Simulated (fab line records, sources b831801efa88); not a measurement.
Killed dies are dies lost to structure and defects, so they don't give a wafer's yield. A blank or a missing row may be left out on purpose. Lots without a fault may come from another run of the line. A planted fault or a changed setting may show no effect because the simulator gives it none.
Chamber matching | flow gf180mcu | GF_V3_CMP_26 on cmp-01: 4 sister chambers
The step polishes, stops on SiO2, t overpolish 15 s, target thk 0 nm. 8 wafers are shown with their chamber, then 8 later ones without.

WAFERS WITH THEIR CHAMBER
wafer  | chamber | motor_current_A (A) | time_to_endpoint_s (s)
L791.3 | 1       | 9.4                 | 85
L796.2 | 0       | 11.3                | 73
L797.1 | 3       | 10.4                | 78
L797.3 | 0       | 11.0                | 77
L799.1 | 2       | 11.6                | 87
L799.2 | 3       | 10.7                | 80
L799.6 | 1       | 9.6                 | 83
L805.1 | 2       | 11.4                | 84

WAFERS WITHOUT THEIR CHAMBER
wafer  | motor_current_A (A) | time_to_endpoint_s (s)
L805.4 | 10.8                | 80
L805.6 | 11.0                | 76
L807.1 | 10.5                | 86
L807.2 | 11.3                | 77
L807.3 | 11.6                | 89
L809.1 | 10.1                | 86
L809.3 | 10.7                | 82
L809.5 | 11.0                | 90

WHICH CHAMBER EACH WENT THROUGH
wafer  | from the rows above     | in truth
L805.4 | can't be placed: 3 or 0 | 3
L805.6 | can't be placed: 0 or 3 | 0
L807.1 | 3                       | 3
L807.2 | 0                       | 0
L807.3 | 2                       | 2
L809.1 | can't be placed: 1 or 3 | 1
L809.3 | 3                       | 3
L809.5 | 2                       | 2
Placed correctly: 5 of 8. Can't be placed from these rows: 3 (the true chamber is among the candidates in 3). Placed wrongly: 0.
How it was worked out, from the rows above alone: a wafer's distance from a chamber is the root of the sum, over the readings, of the square of ((its reading less the chamber's mean) divided by the reading's scatter). The wafer belongs to the nearest chamber; if the next one is less than 2 further off, it can't be placed. A chamber's mean is the mean of its shown wafers. The scatter: the root of (the sum of the squares of (reading less its chamber's mean) over the shown wafers, divided by (wafers less chambers)).
